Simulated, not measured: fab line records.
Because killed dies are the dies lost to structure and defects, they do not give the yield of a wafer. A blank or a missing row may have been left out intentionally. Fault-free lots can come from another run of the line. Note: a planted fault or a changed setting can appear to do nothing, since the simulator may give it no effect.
Which tool is to blame? ; flow sky130 ; 12 lots, 36 wafers sampled, at 3 steps of a route of 708

## WHAT THE GAUGES READ, wafer by wafer
SKY_NWELL_TW_MEAS_15. Usual: for NWELL_TW the level is 1792 and the standard deviation is 13.
lot;measured;on;NWELL_TW;flag
L798;day 4 12:50;filmMetro-01;1805 1795 1799;
L799;day 5 01:01;filmMetro-04;1800 1799 1782;
L802;day 5 12:49;filmMetro-02;1786 1797 1782;
L804;day 6 05:10;filmMetro-01;1779 1781 1794;
L807;day 6 23:10;filmMetro-02;1785 1786 1788;
L809;day 7 14:11;filmMetro-04;1782 1786 1784;
L810;day 7 14:29;filmMetro-01;1813 1807 1804;
L812;day 7 21:40;filmMetro-04;1788 1785 1780;
L813;day 8 03:28;filmMetro-02;1773 1784 1768;
L815;day 8 18:34;filmMetro-04;1786 1781 1778;
L817;day 9 15:10;filmMetro-04;1797 1795 1792;
L821;day 10 09:11;filmMetro-01;1805 1798 1800;

## WHICH TOOL RAN EACH LOT (tool, then ch and the chambers of the sampled wafers, then the start)
lot;SKY_FIELD_ISO_ETCH_17;SKY_PWDE_STRIP_09
L798;rieSi-02 ch 0,2,3, day 2 05:20;plasmaAsher-03 ch 1, day 3 19:11
L799;rieSi-01 ch 0,1, day 2 08:44;plasmaAsher-04 ch 0,1, day 4 07:35
L802;rieSi-02 ch 0,1,3, day 3 01:43;plasmaAsher-04 ch 0,1, day 4 18:20
L804;rieSi-01 ch 0,1,3, day 3 18:37;plasmaAsher-04 ch 0, day 5 11:05
L807;rieSi-02 ch 0,1, day 4 04:02;plasmaAsher-03 ch 0,1, day 6 04:25
L809;rieSi-02 ch 1,2, day 4 14:46;plasmaAsher-01 ch 0,1, day 6 13:38
L810;rieSi-02 ch 0,1, day 4 19:37;plasmaAsher-01 ch 0,1, day 6 15:11
L812;rieSi-02 ch 0,1,2, day 5 08:01;plasmaAsher-01 ch 0,1, day 7 02:34
L813;rieSi-01 ch 0,1,3, day 5 12:15;plasmaAsher-03 ch 0,1, day 7 08:02
L815;rieSi-02 ch 0,1,3, day 5 22:29;plasmaAsher-04 ch 0,1, day 7 20:49
L817;rieSi-01 ch 0,1,2, day 6 20:31;plasmaAsher-04 ch 0,1, day 8 17:26
L821;rieSi-01 ch 0,2,3, day 7 06:44;plasmaAsher-01 ch 0,1, day 9 10:31
- SKY_FIELD_ISO_ETCH_17: etches Si in HBr/Cl2/O2, target depth 342 nm, time 97.7 s.
- SKY_PWDE_STRIP_09: strips in O2/N2.

## AS READ BY THE TOOLS THEMSELVES (means over the sampled wafers that have a number; for cases with no such wafer, the mark the record gives instead)
SKY_FIELD_ISO_ETCH_17. Usual: O2_flow_sccm 6.001 sccm, standard deviation 0.018; chamberPressureMTorr 15.001 mTorr, standard deviation 0.014; drypumpMotorCurrentA 5.5 A, standard deviation 0.49; oesProductAu 1.000 a.u., standard deviation 0.0081; rfFwdPowerW 596.3 W, standard deviation 1.9; runLengthS 126.1 s, standard deviation 0.33; throttleValvePct 25.656 %, standard deviation 0.0096.
lot;tool;O2_flow_sccm (sccm);chamberPressureMTorr (mTorr);drypumpMotorCurrentA (A);oesProductAu (a.u.);rfFwdPowerW (W);runLengthS (s);throttleValvePct (%);flag
L798;rieSi-02;6.009;15.008;5.1;1.006;594.7;126.0;25.651;
L799;rieSi-01;5.996;15.020;6.3;0.998;598.6;126.2;25.657;
L802;rieSi-02;6.012;14.996;5.2;1.009;597.7;126.2;25.646;
L804;rieSi-01;6.003;14.998;6.0;0.997;596.8;126.0;25.655;
L807;rieSi-02;6.009;14.993;5.1;1.010;597.0;126.1;25.650;
L809;rieSi-02;6.001;15.006;5.1;1.007;596.3;126.2;25.652;
L810;rieSi-02;5.984;15.010;5.2;1.003;595.8;126.0;25.664;
L812;rieSi-02;6.003;15.003;5.1;0.994;597.2;128.7;25.652;OFF
L813;rieSi-01;6.006;14.999;6.0;1.004;597.6;126.0;25.659;
L815;rieSi-02;5.999;14.997;5.2;1.007;594.5;128.5;25.653;OFF
L817;rieSi-01;5.994;14.998;6.0;0.993;596.5;126.3;25.671;
L821;rieSi-01;5.984;15.006;5.9;0.994;595.5;126.1;25.660;

SKY_PWDE_STRIP_09. Usual: chamberPressureMTorr 1499.9 mTorr, standard deviation 1.3; drypumpMotorCurrentA 5.8 A, standard deviation 0.51; o2FlowSccm 2999 sccm, standard deviation 9.4; oesProductAu 0.723 a.u., standard deviation 0.0045; stripTimeToEndpointS 36.91 s, standard deviation 0.094.
lot;tool;chamberPressureMTorr (mTorr);drypumpMotorCurrentA (A);o2FlowSccm (sccm);oesProductAu (a.u.);stripTimeToEndpointS (s);flag
L798;plasmaAsher-03;1500.0;5.6;2999;0.724;36.84;
L799;plasmaAsher-04;1499.1;5.3;2999;0.722;36.81;
L802;plasmaAsher-04;1501.0;5.3;3001;0.723;36.97;
L804;plasmaAsher-04;1500.4;5.7;3001;0.724;36.89;
L807;plasmaAsher-03;1499.3;5.9;2992;0.725;36.91;
L809;plasmaAsher-01;1499.4;6.0;3004;0.721;37.00;
L810;plasmaAsher-01;1500.4;5.6;3006;0.724;36.84;
L812;plasmaAsher-01;1498.4;5.6;3002;0.724;36.96;
L813;plasmaAsher-03;1498.7;5.9;2993;0.720;36.89;
L815;plasmaAsher-04;1499.7;5.5;3002;0.722;36.96;
L817;plasmaAsher-04;1499.6;5.3;3001;0.726;37.03;
L821;plasmaAsher-01;1501.0;5.6;3005;0.726;36.81;

## THE ANSWER, worked out from the rows above alone
Rule: a lot is off if the mean of its wafers that have a number lies more than 3 standard deviations from the usual mean. Also off: a lot with no number at a reading for which 4 or more lots have one. The other lots that the step has rows for count as sound. Order of review: gauges by route order, followed by the tools' own readings, for which a lot's mean as printed above is used. At the first step where some lot is off, the reading lying furthest off is the one used; lots without a number count as furthest.
Off: L812, L815 (SKY_FIELD_ISO_ETCH_17, runLengthS).
If a tool, at that step or one of the process steps before it, ran each lot that is off and ran no sound lot following the first of them, it fits. One candidate fits, namely rieSi-02 at SKY_FIELD_ISO_ETCH_17. A fault onset in the window from L810 (day 4 19:37, its last sound lot) to L812 (day 5 08:01, its first lot off) fits.
The tool's own readings at SKY_FIELD_ISO_ETCH_17 bear it out: on the lots that are off they differ by more than 5 times the standard deviation of the sound lots' means. runLengthS reads 128.6 s there against 126.1 s on the sound lots.

## WHAT THE SIMULATOR HAD PUT IN
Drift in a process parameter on rieSi-02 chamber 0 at SKY_FIELD_ISO_ETCH_17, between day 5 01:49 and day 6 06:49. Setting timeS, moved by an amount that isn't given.
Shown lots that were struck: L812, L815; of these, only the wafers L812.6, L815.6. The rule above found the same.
